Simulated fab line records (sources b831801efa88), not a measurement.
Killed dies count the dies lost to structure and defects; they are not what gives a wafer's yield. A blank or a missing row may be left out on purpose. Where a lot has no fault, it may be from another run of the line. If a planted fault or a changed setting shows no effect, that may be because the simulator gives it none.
Lot-split experiment    flow sky130    5 lots, 23 wafers read, on a route of 708 steps

ABOUT THE SPLIT
At SKY_METAL3_EXPOSE_10 (exposes mask MM3, target cd 300 nm), the setting dose-mj was moved away from the recipe's 28 on 11 of the 23 wafers read, by -2.1% to +6.8%. For the rest of the wafers, this setting stayed at what the recipe calls for.

FROM THE SPLIT TO THE READING: what the file shows between them, 2 steps
- SKY_METAL3_PEB_11
- SKY_METAL3_DEVELOP_12: develop time 60 s

THE READING
Shown in nm: cd-nm at SKY_METAL3_CD_MEAS_13, with target cd 300 nm. Fault-free wafers of this fab line usually give 299.4 nm, standard deviation 1.2 nm.

wafer   tool, chamber at the split  dose-mj as run  against the recipe  cd-nm, nm  against lot-mates on the recipe
L074.1  krf-scanner-01, 0           27.4            -2.1%               302.4      +3.1
L074.2  krf-scanner-01, 0           28              recipe              299.3      -
L074.4  krf-scanner-01, 0           27.4            -2.1%               302.8      +3.6
L074.5  krf-scanner-01, 0           27.4            -2.1%               302.2      +2.9
L074.6  krf-scanner-01, 0           28              recipe              299.2      -
L078.1  krf-scanner-02, 0           28              recipe              301.2      -
L078.2  krf-scanner-02, 0           28.6            +2.1%               296.2      -4.7
L078.3  krf-scanner-02, 0           28.6            +2.1%               296.2      -4.7
L078.5  krf-scanner-02, 0           28.6            +2.1%               296.4      -4.5
L078.6  krf-scanner-02, 0           28              recipe              300.6      -
L079.1  krf-scanner-01, 0           28              recipe              298.4      -
L079.4  krf-scanner-01, 0           28              recipe              300.1      -
L079.5  krf-scanner-01, 0           28              recipe              298.8      -
L080.1  krf-scanner-02, 0           28              recipe              300.6      -
L080.2  krf-scanner-02, 0           29.89           +6.8%               287.4      -13.2
L080.4  krf-scanner-02, 0           29.89           +6.8%               288.9      -11.7
L080.5  krf-scanner-02, 0           28              recipe              300.5      -
L080.6  krf-scanner-02, 0           29.89           +6.8%               287.5      -13.1
L082.2  krf-scanner-02, 0           28              recipe              297.7      -
L082.3  krf-scanner-02, 0           29.18           +4.2%               292.1      -7.1
L082.4  krf-scanner-02, 0           28              recipe              299.7      -
L082.5  krf-scanner-02, 0           28              recipe              300.1      -
L082.6  krf-scanner-02, 0           29.18           +4.2%               292.6      -6.6

FIT RESULTS
A straight line over all 23 wafers: cd-nm changes by -1.68 nm for each +1% of dose-mj; r = -0.98; the points scatter about the line by 0.86 nm.
The same after taking each lot's own level away (the mean of its wafers on the recipe; 23 wafers): -1.79 nm for each +1%; r = -0.99; scatter 0.72 nm.
On that fit, the largest move of dose-mj shifts the reading by 12 nm.
The lots' own levels span 299.10 to 300.90 nm, that is 1.5 times the standard deviation above.
The two slopes are in agreement: the lot-to-lot level therefore moves the slope only a little.
Check: -12 nm against its lot-mates is what the line predicts for one of the wafers moved furthest among these (+6.8%) when that wafer is left out of the fit. Against them it came out at -13.2 nm.

THESE WAFERS: OTHER SPLITS
Before the reading, these wafers also passed through other splits. Each is held against what the fit with the lots' levels taken away leaves over:
other split on the same wafers  wafers away from the commonest value  r with cd-nm (lot level and that fit taken away)
SKY_CAPM_SPUTTER_02 time-s      11                                    +0.25
SKY_CAPM_METAL_ETCH_13 time-s   7                                     +0.36

THE WHOLE CHAIN: every reading that the file lists as answering this split, in the file's order
step                   what it does            reading                                                        change (the file's fit)               r (the file's)
SKY_METAL3_DEVELOP_12  develop time 60 s       METAL3.cd-nm (the simulator's own value, which no gauge read)  -1.84 nm for each +1% of the setting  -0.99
SKY_METAL3_CD_MEAS_13  target cd 300 nm        cd-nm                                                          -1.81 nm for each +1% of the setting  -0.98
SKY_METAL3_DESCUM_15   chemistry O2, time 8 s  METAL3.cd-nm (the simulator's own value, which no gauge read)  -1.86 nm for each +1% of the setting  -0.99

FILE'S OWN FIT
cd-nm changes by -1.81 nm for each +1% of dose-mj, r = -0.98.
